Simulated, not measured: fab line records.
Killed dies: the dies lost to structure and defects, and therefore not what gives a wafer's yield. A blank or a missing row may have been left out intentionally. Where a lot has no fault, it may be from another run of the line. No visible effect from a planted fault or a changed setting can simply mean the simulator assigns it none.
What tool caused it? + flow sky130 + 41 wafers sampled from 14 lots at 1 step of a route of 708

## WHAT THE GAUGES READ, wafer by wafer
SKY_VIA1_CD_MEAS_12: target cd 150 nm. Usual: cd nm reads 150.1 nm (standard deviation 1.4).
| lot  | measured     | on        | cd nm (nm)        | flag |
|------|--------------|-----------|-------------------|------|
| L496 | day 32 22:51 | cd sem-01 | 151.0 150.0 149.1 |      |
| L497 | day 34 00:07 | cd sem-01 | 150.2 151.3 150.0 |      |
| L498 | day 34 15:25 | cd sem-01 | 148.3 147.2 146.4 |      |
| L499 | day 35 12:49 | cd sem-02 | 152.2 151.4 152.7 |      |
| L500 | day 35 15:01 | cd sem-01 | 149.0 148.6 151.0 |      |
| L501 | day 35 20:18 | cd sem-02 | 149.1 151.3 151.2 |      |
| L503 | day 36 17:25 | cd sem-01 | 150.9 150.6 149.8 |      |
| L505 | day 37 10:42 | cd sem-02 | 151.8 151.4 152.4 |      |
| L506 | day 37 18:57 | cd sem-02 | 149.7 150.1 149.9 |      |
| L512 | day 39 16:25 | cd sem-02 | 150.9 150.9 149.8 |      |
| L511 | day 39 19:39 | cd sem-01 | 148.8 149.2 150.5 |      |
| L508 | day 39 22:15 | cd sem-01 | 149.5 148.7 148.6 |      |
| L510 | day 39 22:58 | cd sem-02 | 150.9 153.0 153.1 |      |
| L519 | day 41 17:43 | cd sem-01 | 150.9 149.9       |      |

## TOOL THAT RAN EACH LOT (tool first, then ch and the chambers of the sampled wafers, then the start)
No process step before these readings appears in the record.

## WHAT THE TOOLS THEMSELVES READ (means of the sampled wafers that have a number; where no wafer has one, the mark that the record gives instead)
The record holds no such reading with a usual standard deviation.

## THE ANSWER, worked out from the rows above alone
Rule: a lot is off if the mean of its wafers that have a number lies more than 3 standard deviations from the usual mean. A lot without any number at a reading at which 4 lots or more have one is off too. Where the step has rows for the other lots, those lots are counted as sound. The gauges are gone through in route order, then the tools' own readings, and for those a lot's mean is taken as printed above. At the first step where some lot is off, the reading lying furthest off is the one used; lots without a number count as furthest.
None of the lots is off at any reading shown; this tells nothing.

## WHAT THE SIMULATOR HAD INSERTED
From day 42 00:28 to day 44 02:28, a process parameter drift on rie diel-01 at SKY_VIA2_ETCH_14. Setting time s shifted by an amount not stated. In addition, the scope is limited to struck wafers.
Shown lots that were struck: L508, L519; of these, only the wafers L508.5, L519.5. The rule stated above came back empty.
